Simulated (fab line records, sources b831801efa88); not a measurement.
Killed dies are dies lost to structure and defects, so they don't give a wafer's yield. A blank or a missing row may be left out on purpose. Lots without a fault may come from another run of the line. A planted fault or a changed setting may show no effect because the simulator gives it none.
Chamber matching | flow gf180mcu | GF_V1_CMP_26 on cmp-01: 4 sister chambers
The step polishes, stops on SiO2, t overpolish 15 s, target thk 0 nm. 4 wafers are shown with their chamber, then 12 later ones without.

WAFERS WITH THEIR CHAMBER
wafer  | chamber | motor_current_A (A)
L086.1 | 0       | 12.6
L089.3 | 3       | 12.6
L089.4 | 1       | 10.4
L089.5 | 2       | 9.2

WAFERS WITHOUT THEIR CHAMBER
wafer  | motor_current_A (A)
L091.2 | 11.7
L091.5 | 9.7
L091.6 | 9.9
L095.1 | 12.6
L095.2 | 12.1
L095.4 | 9.9
L096.1 | 9.8
L096.2 | 12.8
L096.3 | 10.1
L096.4 | 12.3
L096.5 | 12.8
L096.6 | 9.4

WHICH CHAMBER EACH WENT THROUGH
wafer  | from the rows above          | in truth
L091.2 | can't be placed: 0 or 3 or 1 | 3
L091.5 | can't be placed: 2 or 1      | 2
L091.6 | can't be placed: 1 or 2      | 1
L095.1 | can't be placed: 0 or 3      | 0
L095.2 | can't be placed: 0 or 3      | 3
L095.4 | can't be placed: 1 or 2      | 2
L096.1 | can't be placed: 1 or 2      | 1
L096.2 | can't be placed: 0 or 3      | 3
L096.3 | can't be placed: 1 or 2      | 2
L096.4 | can't be placed: 0 or 3      | 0
L096.5 | can't be placed: 0 or 3      | 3
L096.6 | can't be placed: 2 or 1      | 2
Placed correctly: 0 of 12. Can't be placed from these rows: 12 (the true chamber is among the candidates in 12). Placed wrongly: 0.
How it was worked out, from the rows above alone: a wafer's distance from a chamber is the root of the sum, over the readings, of the square of ((its reading less the chamber's mean) divided by the reading's scatter). The wafer belongs to the nearest chamber; if the next one is less than 2 further off, it can't be placed. A chamber's mean is the mean of its shown wafers. The scatter: with one shown wafer a chamber, the root of the mean of the squares of how far each hidden wafer lies from its nearest shown one.
